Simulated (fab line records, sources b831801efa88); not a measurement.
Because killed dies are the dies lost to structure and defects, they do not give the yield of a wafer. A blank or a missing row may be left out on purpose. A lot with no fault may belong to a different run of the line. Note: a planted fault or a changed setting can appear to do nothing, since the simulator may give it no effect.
Which tool was responsible? / flow gf180mcu / Sampling: 12 lots, 36 wafers, 6 of 602 route steps

WHAT THE GAUGES READ, wafer by wafer
GF_NWELL_OVL_MEAS_07. Usual: NWELL_OVL gives -0.6 nm (standard deviation 1.4).
lot=L759; measured=day 3 08:52; on=overlay-01; NWELL_OVL (nm)=-0.4 1.7 0.8; flag=
lot=L760; measured=day 3 13:53; on=overlay-02; NWELL_OVL (nm)=-0.4 0.5 0.7; flag=
lot=L762; measured=day 4 00:57; on=overlay-02; NWELL_OVL (nm)=-1.4 -0.4 0.1; flag=
lot=L763; measured=day 4 04:41; on=overlay-02; NWELL_OVL (nm)=1.8 0.0 1.0; flag=
lot=L766; measured=day 4 21:23; on=overlay-02; NWELL_OVL (nm)=0.4 0.3 0.0; flag=
lot=L767; measured=day 5 02:02; on=overlay-01; NWELL_OVL (nm)=0.2 0.0 0.8; flag=
lot=L769; measured=day 5 15:44; on=overlay-02; NWELL_OVL (nm)=-2.7 -2.0 1.1; flag=
lot=L770; measured=day 5 18:21; on=overlay-01; NWELL_OVL (nm)=1.0 -1.0 1.7; flag=
lot=L775; measured=day 6 22:53; on=overlay-02; NWELL_OVL (nm)=-1.7 1.6 1.5; flag=
lot=L776; measured=day 7 04:26; on=overlay-02; NWELL_OVL (nm)=-2.7 -2.2 -4.9; flag=
lot=L778; measured=day 7 18:18; on=overlay-01; NWELL_OVL (nm)=-2.8 -3.4 -2.1; flag=
lot=L782; measured=day 8 15:01; on=overlay-02; NWELL_OVL (nm)=0.2 -1.2 0.1; flag=

GF_LVPWELL_TW_MEAS_11. Usual: LVPWELL_TW gives 554 (standard deviation 6.3).
lot=L759; measured=day 3 22:59; on=film metro-02; LVPWELL_TW=560 560 559; flag=
lot=L760; measured=day 4 03:41; on=film metro-04; LVPWELL_TW=555 558 555; flag=
lot=L762; measured=day 4 14:28; on=film metro-04; LVPWELL_TW=556 558 557; flag=
lot=L763; measured=day 4 18:56; on=film metro-02; LVPWELL_TW=565 561 563; flag=
lot=L766; measured=day 5 11:59; on=film metro-01; LVPWELL_TW=546 548 547; flag=
lot=L767; measured=day 5 16:53; on=film metro-02; LVPWELL_TW=561 559 562; flag=
lot=L769; measured=day 6 06:59; on=film metro-04; LVPWELL_TW=551 552 553; flag=
lot=L770; measured=day 6 10:21; on=film metro-01; LVPWELL_TW=542 547 544; flag=
lot=L775; measured=day 7 15:02; on=film metro-04; LVPWELL_TW=552 554 553; flag=
lot=L776; measured=day 7 20:38; on=film metro-02; LVPWELL_TW=528 527 526; flag=OFF
lot=L778; measured=day 8 11:32; on=film metro-01; LVPWELL_TW=516 513 514; flag=OFF
lot=L782; measured=day 9 07:36; on=film metro-04; LVPWELL_TW=560 559 560; flag=

GF_VT_IMPLANT_TW_MEAS_21. Usual: VT_IMPLANT_2_TW gives 1206 (standard deviation 18).
lot=L759; measured=day 6 06:58; on=film metro-02; VT_IMPLANT_2_TW=1215 1220 1215; flag=
lot=L760; measured=day 6 12:58; on=film metro-03; VT_IMPLANT_2_TW=1224 1234 1227; flag=
lot=L762; measured=day 7 01:26; on=film metro-01; VT_IMPLANT_2_TW=1177 1186 1189; flag=
lot=L763; measured=day 7 06:01; on=film metro-01; VT_IMPLANT_2_TW=1188 1184 1182; flag=
lot=L766; measured=day 8 02:05; on=film metro-01; VT_IMPLANT_2_TW=1189 1190 1189; flag=
lot=L767; measured=day 8 07:47; on=film metro-03; VT_IMPLANT_2_TW=1220 1223 1226; flag=
lot=L769; measured=day 8 22:20; on=film metro-03; VT_IMPLANT_2_TW=1224 1218 1219; flag=
lot=L770; measured=day 9 03:43; on=film metro-01; VT_IMPLANT_2_TW=1189 1189 1186; flag=
lot=L775; measured=day 10 10:58; on=film metro-03; VT_IMPLANT_2_TW=1207 1219 1215; flag=
lot=L776; measured=day 10 16:32; on=film metro-03; VT_IMPLANT_2_TW=1219 1212 1217; flag=
lot=L778; measured=day 11 08:35; on=film metro-01; VT_IMPLANT_2_TW=1198 1192 1193; flag=
lot=L782; measured=day 12 08:08; on=film metro-01; VT_IMPLANT_2_TW=1191 1200 1200; flag=

GF_VT_IMPLANT_RS_MEAS_48: the measuring method here is four-point-probe. Usual: LVPWELL_RS gives 1198 ohm/sq (standard deviation 3.6).
lot=L759; measured=day 7 14:43; on=film metro-04; LVPWELL_RS (ohm/sq)=1195 1194 1193; flag=
lot=L760; measured=day 7 20:29; on=film metro-01; LVPWELL_RS (ohm/sq)=1197 1197 1202; flag=
lot=L762; measured=day 8 10:41; on=film metro-04; LVPWELL_RS (ohm/sq)=1200 1197 1197; flag=
lot=L763; measured=day 8 14:58; on=film metro-02; LVPWELL_RS (ohm/sq)=1195 1193 1198; flag=
lot=L766; measured=day 9 11:10; on=film metro-01; LVPWELL_RS (ohm/sq)=1200 1199 1200; flag=
lot=L767; measured=day 9 16:47; on=film metro-04; LVPWELL_RS (ohm/sq)=1195 1198 1197; flag=
lot=L769; measured=day 10 09:31; on=film metro-04; LVPWELL_RS (ohm/sq)=1201 1199 1200; flag=
lot=L770; measured=day 10 14:56; on=film metro-04; LVPWELL_RS (ohm/sq)=1200 1199 1196; flag=
lot=L775; measured=day 12 00:02; on=film metro-01; LVPWELL_RS (ohm/sq)=1204 1203 1201; flag=
lot=L776; measured=day 12 05:41; on=film metro-01; LVPWELL_RS (ohm/sq)=1356 1358 1359; flag=OFF
lot=L778; measured=day 12 23:50; on=film metro-04; LVPWELL_RS (ohm/sq)=1362 1365 1361; flag=OFF
lot=L782; measured=day 14 00:19; on=film metro-04; LVPWELL_RS (ohm/sq)=1196 1198 1198; flag=

EACH LOT AND THE TOOL THAT RAN IT (in order: tool; ch and the chambers of the sampled wafers; start)
lot=L759; GF_NWELL_STRIP_10=plasma asher-01 ch 0,1, day 3 09:11; GF_LVPWELL_IMPLANT_08=implanter-04 ch 0, day 3 22:35
lot=L760; GF_NWELL_STRIP_10=plasma asher-01 ch 0,1, day 3 14:13; GF_LVPWELL_IMPLANT_08=implanter-04 ch 0, day 4 03:18
lot=L762; GF_NWELL_STRIP_10=plasma asher-04 ch 0,1, day 4 01:17; GF_LVPWELL_IMPLANT_08=implanter-03 ch 0, day 4 14:04
lot=L763; GF_NWELL_STRIP_10=plasma asher-04 ch 0,1, day 4 05:01; GF_LVPWELL_IMPLANT_08=implanter-02 ch 0, day 4 18:32
lot=L766; GF_NWELL_STRIP_10=plasma asher-02 ch 0,1, day 4 21:43; GF_LVPWELL_IMPLANT_08=implanter-03 ch 0, day 5 11:35
lot=L767; GF_NWELL_STRIP_10=plasma asher-04 ch 0,1, day 5 02:22; GF_LVPWELL_IMPLANT_08=implanter-04 ch 0, day 5 16:29
lot=L769; GF_NWELL_STRIP_10=plasma asher-01 ch 0,1, day 5 16:04; GF_LVPWELL_IMPLANT_08=implanter-04 ch 0, day 6 06:35
lot=L770; GF_NWELL_STRIP_10=plasma asher-01 ch 0,1, day 5 18:42; GF_LVPWELL_IMPLANT_08=implanter-03 ch 0, day 6 09:59
lot=L775; GF_NWELL_STRIP_10=plasma asher-02 ch 0,1, day 6 23:13; GF_LVPWELL_IMPLANT_08=implanter-03 ch 0, day 7 14:40
lot=L776; GF_NWELL_STRIP_10=plasma asher-04 ch 1, day 7 04:46; GF_LVPWELL_IMPLANT_08=implanter-04 ch 0, day 7 20:16
lot=L778; GF_NWELL_STRIP_10=plasma asher-02 ch 0,1, day 7 18:38; GF_LVPWELL_IMPLANT_08=implanter-04 ch 0, day 8 11:08
lot=L782; GF_NWELL_STRIP_10=plasma asher-01 ch 0,1, day 8 15:22; GF_LVPWELL_IMPLANT_08=implanter-03 ch 0, day 9 07:14
- GF_NWELL_STRIP_10: strips in O2/N2.
- GF_LVPWELL_IMPLANT_08

AS READ BY THE TOOLS THEMSELVES (means over the sampled wafers that have a number; for cases with no such wafer, the mark the record gives instead)
GF_NWELL_STRIP_10. Usual: drypump motor current A 6.0 A, standard deviation 0.52; heater power w 355 W, standard deviation 42; oes product au 0.722 a.u., standard deviation 0.0046; strip time to endpoint s 36.99 s, standard deviation 0.1.
lot=L759; tool=plasma asher-01; drypump motor current A (A)=6.2; heater power w (W)=319; oes product au (a.u.)=0.719; strip time to endpoint s (s)=36.80; flag=
lot=L760; tool=plasma asher-01; drypump motor current A (A)=6.1; heater power w (W)=317; oes product au (a.u.)=0.725; strip time to endpoint s (s)=36.96; flag=
lot=L762; tool=plasma asher-04; drypump motor current A (A)=5.4; heater power w (W)=376; oes product au (a.u.)=0.726; strip time to endpoint s (s)=37.10; flag=
lot=L763; tool=plasma asher-04; drypump motor current A (A)=5.4; heater power w (W)=377; oes product au (a.u.)=0.725; strip time to endpoint s (s)=36.86; flag=
lot=L766; tool=plasma asher-02; drypump motor current A (A)=6.4; heater power w (W)=353; oes product au (a.u.)=0.724; strip time to endpoint s (s)=36.93; flag=
lot=L767; tool=plasma asher-04; drypump motor current A (A)=5.6; heater power w (W)=388; oes product au (a.u.)=0.719; strip time to endpoint s (s)=36.97; flag=
lot=L769; tool=plasma asher-01; drypump motor current A (A)=6.4; heater power w (W)=319; oes product au (a.u.)=0.723; strip time to endpoint s (s)=37.05; flag=
lot=L770; tool=plasma asher-01; drypump motor current A (A)=6.4; heater power w (W)=319; oes product au (a.u.)=0.726; strip time to endpoint s (s)=37.15; flag=
lot=L775; tool=plasma asher-02; drypump motor current A (A)=6.2; heater power w (W)=373; oes product au (a.u.)=0.721; strip time to endpoint s (s)=37.06; flag=
lot=L776; tool=plasma asher-04; drypump motor current A (A)=5.1; heater power w (W)=368; oes product au (a.u.)=0.722; strip time to endpoint s (s)=37.02; flag=
lot=L778; tool=plasma asher-02; drypump motor current A (A)=6.4; heater power w (W)=338; oes product au (a.u.)=0.723; strip time to endpoint s (s)=37.07; flag=
lot=L782; tool=plasma asher-01; drypump motor current A (A)=6.2; heater power w (W)=317; oes product au (a.u.)=0.722; strip time to endpoint s (s)=36.96; flag=

GF_LVPWELL_IMPLANT_08. Usual: dose ions cm2 1.4999e+13, standard deviation 1.5e+10; faraday current uA 84.3, standard deviation 1.8.
lot=L759; tool=implanter-04; dose ions cm2=1.4993e+13; faraday current uA=85.4; flag=
lot=L760; tool=implanter-04; dose ions cm2=1.5011e+13; faraday current uA=84.5; flag=
lot=L762; tool=implanter-03; dose ions cm2=1.4980e+13; faraday current uA=82.2; flag=
lot=L763; tool=implanter-02; dose ions cm2=1.5004e+13; faraday current uA=85.3; flag=
lot=L766; tool=implanter-03; dose ions cm2=1.4986e+13; faraday current uA=84.7; flag=
lot=L767; tool=implanter-04; dose ions cm2=1.4988e+13; faraday current uA=84.4; flag=
lot=L769; tool=implanter-04; dose ions cm2=1.4994e+13; faraday current uA=84.9; flag=
lot=L770; tool=implanter-03; dose ions cm2=1.5003e+13; faraday current uA=83.1; flag=
lot=L775; tool=implanter-03; dose ions cm2=1.5017e+13; faraday current uA=82.6; flag=
lot=L776; tool=implanter-04; dose ions cm2=1.1630e+13; faraday current uA=64.8; flag=OFF
lot=L778; tool=implanter-04; dose ions cm2=1.1623e+13; faraday current uA=65.9; flag=OFF
lot=L782; tool=implanter-03; dose ions cm2=1.4988e+13; faraday current uA=85.1; flag=

THE ANSWER, worked out from the rows above alone
Rule: a lot counts as off when the mean over its wafers that have a number is more than 3 standard deviations away from the usual mean. A lot without any number at a reading at which 4 lots or more have one is off too. Any other lot the step has rows for is counted as sound. After the gauges, taken in route order, come the tools' own readings; for these a lot's mean is taken, as printed above. At the first step where some lot is off, the reading lying furthest off is the one used; lots without a number count as furthest.
Off: at GF_LVPWELL_TW_MEAS_11 (LVPWELL_TW), L776, L778.
If a tool, at a process step before that reading, ran all the lots that are off and no sound lot after the first of them, it fits. The gauges at GF_LVPWELL_TW_MEAS_11 aren't tried: what is off there is off at GF_LVPWELL_IMPLANT_08 too, on other tools, and a gauge's error can't cause that. One fits: implanter-04 at GF_LVPWELL_IMPLANT_08. A fault onset in the window from L769 (day 6 06:35, its last sound lot) to L776 (day 7 20:16, its first lot off) fits.
The tool's own readings at GF_LVPWELL_IMPLANT_08 bear it out: on the lots that are off they differ by more than 5 times the standard deviation of the sound lots' means. dose ions cm2 reads 1.1626e+13 there against 1.4996e+13 on the sound lots; faraday current uA reads 65.3 there against 84.2 on the sound lots.

WHAT THE SIMULATOR PUT IN
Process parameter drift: implanter-04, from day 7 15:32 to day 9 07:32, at GF_LVPWELL_IMPLANT_08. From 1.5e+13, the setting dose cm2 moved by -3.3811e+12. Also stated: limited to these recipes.
Shown lots that were struck: L776, L778. Same finding as the rule above.
